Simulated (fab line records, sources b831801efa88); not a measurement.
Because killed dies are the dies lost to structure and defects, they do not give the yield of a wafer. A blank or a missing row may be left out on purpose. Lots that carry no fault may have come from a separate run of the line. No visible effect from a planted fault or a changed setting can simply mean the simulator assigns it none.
A struck lot beside a sound one / flow sky130 / 15 out of 708 route steps
Sound: these wafers, L836.1, L836.3, L836.6. Struck: wafer L837.1 (L837.2, L837.4, from the same lot, were not struck and are left out); the cause is given at the end.
At each step with rows: each side's tool, then ch and its chambers, then its first start. Under that, the readings that differ: sound wafers / struck wafers / difference of the means / sigmas: that difference in standard deviations of wafers without a fault.
alike: readings with means less than 2 such deviations apart, plus words and numbers identical on both sides. not compared: withheld readings, readings lacking a value on some wafer, bounds such as >300 that could conceal the same value, and numbers that have no deviation in the record and whose values overlap.
The two part at a step that has a row with sigmas, a row that says differs or no value, or rows on one side only. Non-overlapping numbers with no deviation appear without sigmas and do not part them. A reading that every wafer of one side lacks parts them only if that side has two wafers or more.

first, 6 steps without rows for these wafers: SKY_METAL4_COAT_07 (resist thk 60 nm); SKY_METAL4_COAT_08 (resist thk 1140 nm); SKY_METAL4_SOFTBAKE_09 (time 90 s); SKY_METAL4_EXPOSE_10 (exposes mask MM4, target cd 300 nm); SKY_METAL4_PEB_11; SKY_METAL4_DEVELOP_12 (develop time 60 s).
SKY_METAL4_CD_MEAS_13: the cd target is 300 nm.
  sound on cd sem-01 at day 44 09:04; struck on cd sem-01 at day 44 14:28
reading=cd nm (nm); sound=298.5 298.0 299.9; struck=302.1; difference=+3.3; sigmas=+3
SKY_METAL4_OVL_MEAS_14:
  sound on overlay-01 at day 44 09:11; struck on overlay-01 at day 44 14:35
  alike: METAL4_OVL
SKY_METAL4_DESCUM_15: chemistry O2, time 8 s.
  sound on rie metal-03 ch 1, day 44 09:13; struck on rie metal-03 ch 0, day 44 14:38
reading=oes product au (a.u.); sound=0.994 0.988 0.991; struck=1.011; difference=+0.020; sigmas=+2
  alike: drypump motor current A
  not compared: rf hours counter h
SKY_METAL4_ETCH_16: etches BARC in N2/H2, stops on SiO2, time 88.2 s, target depth 60 nm.
  sound on rie metal-03 ch 1, day 44 09:17; struck on rie metal-03 ch 0, day 44 14:40
  alike: drypump motor current A, oes product au, throttle valve pct
  not compared: rf hours counter h
SKY_METAL4_ETCH_17: etches SiO2 in C4F8/O2/Ar, stops on TiN, time 3.9 s, target depth 15 nm.
  sound on rie diel-03 ch 0,1,2, day 44 09:29; struck on rie diel-01 ch 1, day 44 14:46
  alike: oes product au
SKY_METAL4_METAL_ETCH_18: etches the open film in Cl2/BCl3, stops on SiO2, target depth 845 nm, time 183.1 s.
  sound on rie metal-01 ch 0,1, day 44 09:30; struck on rie metal-04 ch 1, day 44 14:47
  alike: drypump motor current A, oes product au, throttle valve pct
  not compared: rf hours counter h
SKY_METAL4_STRIP_19: strips in O2/N2.
  sound on plasma asher-03 ch 0,1, day 44 09:40; struck on plasma asher-03 ch 0, day 44 14:58
reading=overash fraction; sound=0.5 0.5 0.5; struck=0.7; difference=+0.2; sigmas=
  alike: drypump motor current A, oes product au, strip time to endpoint s
  not compared: rf hours counter h
then, 1 step without rows for these wafers: SKY_METAL4_STRIP_20 (strips in post etch residue remover, time 1200 s).
-- the record jumps here: 4 days lie between the struck wafers' starts before and after (it left off in module METAL4 and takes up again in module PAD_OPEN, whose first step shown is number 708 of the route) --
SKY_PAD_OPEN_PROBE_99:
  sound on prober-02 at day 48 02:50; struck on prober-02 at day 48 06:14
  alike: defect limited yield, killed_at_M0_to_M3, killed_at_M4_up, killed at contacts, killed at front end, killed at other, killed dies, killed open, killed short, sort_bin_3_pad_short, sort_bin_5_function, sort_bin_6_memory, sort_bin_8_speed, sort n pass, sort yield pct

## WHERE THEY PART
At SKY_METAL4_CD_MEAS_13 first; at SKY_METAL4_DESCUM_15 last (within this record only). Later steps at which nothing parts them and some readings are alike: SKY_METAL4_ETCH_16, SKY_METAL4_ETCH_17, SKY_METAL4_METAL_ETCH_18, SKY_METAL4_STRIP_19, SKY_PAD_OPEN_PROBE_99.

WHY: the cause the simulator had injected
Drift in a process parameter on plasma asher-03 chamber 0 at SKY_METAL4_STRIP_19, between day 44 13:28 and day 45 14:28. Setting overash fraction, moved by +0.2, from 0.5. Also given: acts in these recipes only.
